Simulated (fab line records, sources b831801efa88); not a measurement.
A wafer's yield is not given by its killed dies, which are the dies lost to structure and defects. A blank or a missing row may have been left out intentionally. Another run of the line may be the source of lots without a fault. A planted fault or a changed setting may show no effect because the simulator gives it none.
Chamber matching	flow sky130	cmp-01 running SKY_VIA2_CMP_02: 4 sister chambers
The step polishes SiO2. 8 wafers are shown with their chamber, then 12 later ones without.

## WAFERS PAIRED WITH THEIR CHAMBERS
wafer	chamber	motor_current_A (A)	platen_rpm (rpm)
L079.1	3	13.3	60.04
L088.4	3	13.0	59.99
L092.1	2	14.8	60.04
L092.3	0	12.4	59.95
L092.6	2	15.5	60.00
L093.1	1	11.2	60.08
L093.4	0	12.2	59.95
L093.5	1	11.5	60.06

## WAFERS MISSING THEIR CHAMBER
wafer	motor_current_A (A)	platen_rpm (rpm)
L094.1	12.1	60.02
L094.2	11.4	60.03
L094.3	14.1	60.02
L095.2	14.0	60.10
L095.3	11.4	60.01
L095.4	13.5	59.98
L096.1	15.0	60.09
L096.5	11.4	60.02
L096.6	11.8	59.98
L097.1	11.6	59.96
L097.4	10.9	60.08
L097.6	13.4	59.97

## THE CHAMBER EACH PASSED THROUGH
wafer	from the rows above	in truth
L094.1	can't be placed: 0 or 1 or 3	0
L094.2	1	1
L094.3	can't be placed: 3 or 2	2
L095.2	can't be placed: 3 or 2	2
L095.3	can't be placed: 1 or 0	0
L095.4	3	3
L096.1	2	2
L096.5	1	1
L096.6	can't be placed: 0 or 1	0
L097.1	0	0
L097.4	1	1
L097.6	can't be placed: 3 or 0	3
Placed correctly: 6 of 12. These rows do not allow placing 6 (true chamber among the candidates in 6). Placed wrongly: 0.
How it was worked out, from the rows above alone: a wafer's distance from a chamber is the root of the sum, over the readings, of the square of ((its reading less the chamber's mean) divided by the reading's scatter). The wafer belongs to the nearest chamber; if the next one is less than 2 further off, it can't be placed. Each chamber's mean is taken over the wafers shown for it. How the scatter is found: for the shown wafers, subtract from each reading the mean of its chamber, square and add these, divide the total by (wafers less chambers), then take the root.
